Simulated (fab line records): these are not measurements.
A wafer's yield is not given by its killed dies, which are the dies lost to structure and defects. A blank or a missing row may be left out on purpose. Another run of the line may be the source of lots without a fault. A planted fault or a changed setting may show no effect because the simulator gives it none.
A struck lot beside a sound one ; flow sky130 ; 15 out of 708 route steps
Sound: the wafers L698.2, L698.3, L698.4. Struck: wafers L706.3, L706.5, L706.6. The cause is given at the end.
At each step with rows: each side's tool, then ch and its chambers, then its first start. Under that, the readings that differ: sound wafers ; struck wafers ; difference of the means ; sigmas: that difference in standard deviations of wafers without a fault.
alike: readings with means less than 2 such deviations apart, plus words and numbers identical on both sides. not compared: withheld readings, readings lacking a value on some wafer, bounds such as >300 that could conceal the same value, and numbers that have no deviation in the record and whose values overlap.
A row with sigmas, a row that says differs or no value, or rows on one side alone: a step with any of these is where the two part. Numbers that have no deviation but don't overlap get no sigmas and don't part them. A reading that every wafer of one side lacks parts them only if that side has two wafers or more.

SKY_LDD_HVP_OVL_MEAS_07:
  struck on overlay-02, day 24 18:22; sound on overlay-01, day 21 18:16
  alike: LDD_HVP_OVL
after that, 1 step had no rows for these wafers: SKY_LDD_HVP_IMPLANT_08.
SKY_LDD_HVP_STRIP_09: strips in O2/N2.
  sound on plasma-asher-01 ch 0,1, day 21 18:27; struck on plasma-asher-04 ch 0,1, day 24 18:34
  alike: drypump-motor-current-A, oes-product-au, strip-time-to-endpoint-s
  not compared: rf-hours-counter-h
SKY_LDD_HVP_TW_MEAS_10:
  struck on film-metro-03, day 24 18:40; sound on film-metro-04, day 21 18:34
  alike: LDD_HVP_TW
then, 7 steps without rows for these wafers: SKY_LDD_LDN_DEHYDRATE_00 (time 60 s); SKY_LDD_LDN_HMDS_01 (prime time 60 s); SKY_LDD_LDN_COAT_02 (resist thk 1140 nm); SKY_LDD_LDN_SOFTBAKE_03 (time 60 s); SKY_LDD_LDN_EXPOSE_04 (exposes mask LDNTM, target cd 700 nm); SKY_LDD_LDN_PEB_05; SKY_LDD_LDN_DEVELOP_06 (develop time 60 s).
SKY_LDD_LDN_OVL_MEAS_07:
  struck on overlay-01, day 26 00:28; sound on overlay-01, day 23 00:40
  alike: LDD_LDN_OVL
SKY_LDD_LDN_IMPLANT_08:
  sound on implanter-01 ch 0, day 23 00:43; struck on implanter-01 ch 0, day 26 00:33
reading;sound;struck;difference;sigmas
beam-energy-keV;14.999 14.996 15.003;14.114 14.121 14.115;-0.883;-99 or more
model.implant.drp-nm (nm);5.933 5.933 5.933;5.689 5.689 5.689;-0.244;
  alike: beam-on-s, dose-ions-cm2, end-station-pressure-torr, faraday-current-uA, rotation-deg
after that, 1 step had no rows for these wafers: SKY_LDD_LDN_IMPLANT_09.
-- here the record skips 22 days between the struck wafers' starts before and after, leaving off in module LDD_LDN and picking up in module PAD_OPEN (first step shown: number 708 of the route) --
SKY_PAD_OPEN_PROBE_99:
  only the struck wafers here have rows in the record (prober-01, day 47 21:26); the sound ones have none

WHERE THEY PART
At SKY_LDD_LDN_IMPLANT_08 first; at SKY_PAD_OPEN_PROBE_99 last (within this record only).

WHY: what the simulator had put in
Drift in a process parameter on implanter-01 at SKY_LDD_LDN_IMPLANT_08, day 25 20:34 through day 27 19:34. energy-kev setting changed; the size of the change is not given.
